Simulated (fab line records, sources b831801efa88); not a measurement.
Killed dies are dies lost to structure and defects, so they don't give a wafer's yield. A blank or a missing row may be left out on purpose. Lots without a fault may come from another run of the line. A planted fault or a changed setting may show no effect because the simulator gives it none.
Chamber matching | flow gf180mcu | GF_CONTACT_CMP_04 on cmp-02: 4 sister chambers
The step polishes SiO2. 8 wafers are shown with their chamber, then 8 later ones without.

WAFERS WITH THEIR CHAMBER
wafer  | chamber | motor_current_A (A) | time_to_endpoint_s (s)
L167.1 | 2       | 15.3                | 109
L168.6 | 0       | 12.6                | 116
L169.2 | 2       | 14.8                | 113
L169.3 | 0       | 11.8                | 107
L169.6 | 1       | 13.5                | 109
L175.1 | 3       | 10.3                | 107
L175.6 | 3       | 10.4                | 116
L179.1 | 1       | 13.3                | 109

WAFERS WITHOUT THEIR CHAMBER
wafer  | motor_current_A (A) | time_to_endpoint_s (s)
L179.2 | 14.6                | 109
L179.3 | 10.2                | 96
L183.1 | 13.6                | 113
L183.5 | 10.8                | 111
L183.6 | 11.9                | 111
L185.3 | 10.3                | 102
L185.4 | 12.2                | 107
L185.6 | 11.8                | 112

WHICH CHAMBER EACH WENT THROUGH
wafer  | from the rows above | in truth
L179.2 | 2                   | 2
L179.3 | 3                   | 3
L183.1 | 1                   | 1
L183.5 | 3                   | 3
L183.6 | 0                   | 0
L185.3 | 3                   | 3
L185.4 | 0                   | 0
L185.6 | 0                   | 0
Placed correctly: 8 of 8. Can't be placed from these rows: 0. Placed wrongly: 0.
How it was worked out, from the rows above alone: a wafer's distance from a chamber is the root of the sum, over the readings, of the square of ((its reading less the chamber's mean) divided by the reading's scatter). The wafer belongs to the nearest chamber; if the next one is less than 2 further off, it can't be placed. A chamber's mean is the mean of its shown wafers. The scatter: the root of (the sum of the squares of (reading less its chamber's mean) over the shown wafers, divided by (wafers less chambers)).
